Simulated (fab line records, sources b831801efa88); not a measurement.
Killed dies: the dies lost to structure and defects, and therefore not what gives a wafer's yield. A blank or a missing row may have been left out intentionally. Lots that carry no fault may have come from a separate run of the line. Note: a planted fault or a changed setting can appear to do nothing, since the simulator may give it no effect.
Which of the tools did it? -- flow gf180mcu -- 45 wafers from 15 lots sampled at 4 of the route's 602 steps

## WHAT EACH GAUGE READ, for each wafer
GF_M2_THK_MEAS_06: measures by xrf. Usual: for M2_ALCU_THK the level is 451 nm and the standard deviation is 6.
lot,measured,on,M2_ALCU_THK (nm),flag
L276,day 18 05:13,film-metro-03,448 453 455,
L277,day 18 09:29,film-metro-02,446 451 443,
L278,day 18 15:35,film-metro-03,448 446 447,
L279,day 19 08:01,film-metro-03,453 447 453,
L280,day 19 20:46,film-metro-01,456 454 453,
L281,day 20 03:58,film-metro-02,449 448 451,
L292,day 23 23:49,film-metro-01,450 455 443,
L294,day 25 06:05,film-metro-03,440 431 434,
L295,day 25 15:34,film-metro-02,465 458 461,
L297,day 25 21:34,film-metro-03,452 448 440,
L298,day 26 02:08,film-metro-01,455 450 459,
L299,day 26 07:22,film-metro-03,445 445 451,

GF_V2_OVL_MEAS_15. Usual: for V2_OVL the level is 4 nm and the standard deviation is 3.9.
lot,measured,on,V2_OVL (nm),flag
L276,day 20 06:56,overlay-02,9 4 7,
L277,day 20 10:50,overlay-02,3 1 -3,
L278,day 20 17:22,overlay-02,1 1 7,
L279,day 21 10:05,overlay-01,4 1 0,
L280,day 21 21:32,overlay-02,2 -1 -1,
L281,day 22 06:26,overlay-01,11 11 6,
L292,day 25 18:44,overlay-02,12 8 1,
L294,day 27 01:22,overlay-01,6 2 0,
L295,day 27 10:52,overlay-02,7 10 6,
L297,day 27 15:41,overlay-02,6 3 3,
L298,day 27 20:02,overlay-02,7 6 7,
L299,day 28 00:55,overlay-01,0 -1 5,

## WHAT TOOL EACH LOT RAN ON (gives the tool, then ch and the chambers of the sampled wafers, and finally the start)
lot,GF_CONTACT_PEB_12,GF_V1_SPUTTER_22
L276,"litho-track-02 ch 0, day 16 02:10","pvd-sputter-03, day 18 04:15"
L277,"litho-track-04 ch 0, day 16 07:31","pvd-sputter-04, day 18 08:31"
L278,"litho-track-01 ch 0, day 16 11:40","pvd-sputter-04, day 18 14:36"
L279,"litho-track-01 ch 0, day 17 03:04","pvd-sputter-02, day 19 07:01"
L280,"litho-track-02 ch 0, day 17 15:25","pvd-sputter-04, day 19 19:48"
L281,"litho-track-01 ch 0, day 17 22:37","pvd-sputter-02, day 20 02:59"
L282,"litho-track-04, day 18 03:32",-
L283,"litho-track-04, day 18 19:19",-
L284,"litho-track-04, day 19 01:46",-
L292,"litho-track-01 ch 0, day 21 22:05","pvd-sputter-02, day 23 22:50"
L294,"litho-track-02 ch 0, day 23 05:49","pvd-sputter-04, day 25 05:07"
L295,"litho-track-02 ch 0, day 23 14:55","pvd-sputter-02, day 25 14:35"
L297,"litho-track-04 ch 0, day 23 21:58","pvd-sputter-04, day 25 20:33"
L298,"litho-track-02 ch 0, day 24 01:49","pvd-sputter-03, day 26 01:10"
L299,"litho-track-02 ch 0, day 24 08:22","pvd-sputter-04, day 26 06:24"
- GF_CONTACT_PEB_12: peb time 90 s.
- GF_V1_SPUTTER_22: material TiN, target thk 10 nm, time 40 s.

## AS READ BY THE TOOLS THEMSELVES (means over the sampled wafers that have a number; for cases with no such wafer, the mark the record gives instead)
GF_CONTACT_PEB_12. Usual: chill-plate-temp-C 22.99 C, standard deviation 0.11; exhaust-pa 44.8 Pa, standard deviation 0.98.
lot,tool,chill-plate-temp-C (C),exhaust-pa (Pa),flag
L276,litho-track-02,22.99,45.2,
L277,litho-track-04,23.03,44.2,
L278,litho-track-01,23.01,45.3,
L279,litho-track-01,23.06,45.4,
L280,litho-track-02,22.87,45.4,
L281,litho-track-01,23.10,44.9,
L282,litho-track-04,-,-,OFF
L283,litho-track-04,-,-,OFF
L284,litho-track-04,-,-,OFF
L292,litho-track-01,22.86,44.6,
L294,litho-track-02,23.05,42.7,
L295,litho-track-02,23.07,42.7,
L297,litho-track-04,22.87,45.4,
L298,litho-track-02,22.96,44.6,
L299,litho-track-02,22.97,45.0,

GF_V1_SPUTTER_22. Usual: throttle-valve-pct 30.1 %, standard deviation 0.91.
lot,tool,throttle-valve-pct (%),flag
L276,pvd-sputter-03,29.8,
L277,pvd-sputter-04,30.2,
L278,pvd-sputter-04,30.1,
L279,pvd-sputter-02,30.6,
L280,pvd-sputter-04,29.9,
L281,pvd-sputter-02,29.7,
L292,pvd-sputter-02,30.4,
L294,pvd-sputter-04,30.2,
L295,pvd-sputter-02,30.2,
L297,pvd-sputter-04,29.9,
L298,pvd-sputter-03,29.8,
L299,pvd-sputter-04,30.1,

## THE ANSWER, worked out from the rows above alone
Rule: lot off if the mean of its wafers having a number is beyond 3 standard deviations from the usual mean. A lot without any number at a reading at which 4 lots or more have one is off too. Where the step has rows for the other lots, those lots are counted as sound. Order of review: gauges by route order, followed by the tools' own readings, for which a lot's mean as printed above is used. At the first step where some lot is off, the reading lying furthest off is the one used; lots without a number count as furthest.
Off, at GF_CONTACT_PEB_12 on chill-plate-temp-C: L282, L283, L284. Without a number there: L282, L283, L284.
If a tool, at that step or one of the process steps before it, ran each lot that is off and ran no sound lot following the first of them, it fits. No candidate that was tried fits.

## WHAT THE SIMULATOR HAD PUT IN
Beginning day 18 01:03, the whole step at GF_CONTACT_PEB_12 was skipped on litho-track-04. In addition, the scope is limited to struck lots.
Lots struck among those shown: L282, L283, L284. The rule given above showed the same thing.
